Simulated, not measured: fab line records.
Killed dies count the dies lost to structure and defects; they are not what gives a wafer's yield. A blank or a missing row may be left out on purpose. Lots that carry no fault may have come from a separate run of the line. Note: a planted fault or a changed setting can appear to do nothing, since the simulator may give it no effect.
Commonality check across tools -- flow sky130 -- 12 lots and 36 wafers in the sample

WHY IT WAS OPENED
At SKY_LI_CONTACT_THK_MEAS_01 the reading LI_CONTACT_HDPCVD_THK is flagged on 2 of 12 lots. Wafers without a fault read 936 nm, standard deviation 9.2.
Rule: a lot gets a flag if all its wafers with a number sit over 4 standard deviations from that mean, or if no wafer of it has a number. The rest of the lots are taken to be sound.

lot,measured,on,"LI_CONTACT_HDPCVD_THK (nm), wafer by wafer",flag
L478,day 27 22:05,film metro-02,960 948 946,
L480,day 28 15:07,film metro-01,947 961 946,
L482,day 29 17:44,film metro-01,943 949 936,
L483,day 29 19:26,film metro-01,940 948 931,
L485,day 30 19:35,film metro-02,1184 1184 1178,FLAGGED
L487,day 31 08:24,film metro-03,1179 1192 1189,FLAGGED
L493,day 33 11:47,film metro-02,913 933 930,
L494,day 34 06:28,film metro-02,928 933 939,
L496,day 34 06:43,film metro-01,935 946 934,
L497,day 34 08:54,film metro-01,937 934 922,
L499,day 35 06:17,film metro-02,943 944 949,
L501,day 35 12:39,film metro-03,932 940 930,
The numbers of the flagged lots are 1184 nm on average: +248 nm against the usual, or +27 standard deviations.

EACH LOT AND THE TOOL IT RAN ON
The record holds 1 process step before the reading, out of a route of 708 steps. Cell contents, in order: the tool; ch with the chambers the sampled wafers went through; the start.
lot,flag,SKY_LI_CONTACT_HDPCVD_00
L478,,"hdpcvd-01 ch 0,1, day 27 21:58"
L480,,"hdpcvd-01 ch 0,2, day 28 15:01"
L482,,"hdpcvd-01 ch 0,1,2, day 29 17:38"
L483,,"hdpcvd-01 ch 0,1,2, day 29 19:20"
L485,FLAGGED,"hdpcvd-01 ch 0,1,2, day 30 19:29"
L487,FLAGGED,"hdpcvd-01 ch 0,1,2, day 31 08:18"
L493,,"hdpcvd-02 ch 0,2, day 33 11:41"
L494,,"hdpcvd-01 ch 0,1,2, day 34 06:22"
L496,,"hdpcvd-02 ch 0,1, day 34 06:36"
L497,,"hdpcvd-02 ch 0,1,2, day 34 08:47"
L499,,"hdpcvd-01 ch 0,1, day 35 06:11"
L501,,"hdpcvd-01 ch 0,1,2, day 35 12:33"
What the steps here do:
- SKY_LI_CONTACT_HDPCVD_00: deposits PSG, target thk 930 nm, time 155 s.
- SKY_LI_CONTACT_THK_MEAS_01

FLAGGED OVER TOTAL, TOOL BY TOOL (the gauges that took the reading come last)
step,tool,lots run,flagged,share of the flagged lots,sound lots run after its first flagged lot
SKY_LI_CONTACT_HDPCVD_00,hdpcvd-01,9,2,all,"3 (L494,L499,L501)"
SKY_LI_CONTACT_HDPCVD_00,hdpcvd-02,3,0,none,-
SKY_LI_CONTACT_THK_MEAS_01,film metro-01,5,0,none,-
SKY_LI_CONTACT_THK_MEAS_01,film metro-02,5,1,some,"3 (L493,L494,L499)"
SKY_LI_CONTACT_THK_MEAS_01,film metro-03,2,1,some,1 (L501)

WHAT THE TABLE PERMITS
All flagged lots share 1 row of the table, namely hdpcvd-01 at SKY_LI_CONTACT_HDPCVD_00.
- hdpcvd-01 at SKY_LI_CONTACT_HDPCVD_00: 2 of its 9 lots flagged. After the first flagged lot (L494, L499, L501), sound lots still ran on it; a lasting fault on the whole tool would not permit that. Its own readings (run length s) fall more than 4 standard deviations out on all wafers of the flagged lots.
Not one row of the table ran every flagged lot while running no sound lot after the first.

WHAT THE SIMULATOR HAD PUT IN
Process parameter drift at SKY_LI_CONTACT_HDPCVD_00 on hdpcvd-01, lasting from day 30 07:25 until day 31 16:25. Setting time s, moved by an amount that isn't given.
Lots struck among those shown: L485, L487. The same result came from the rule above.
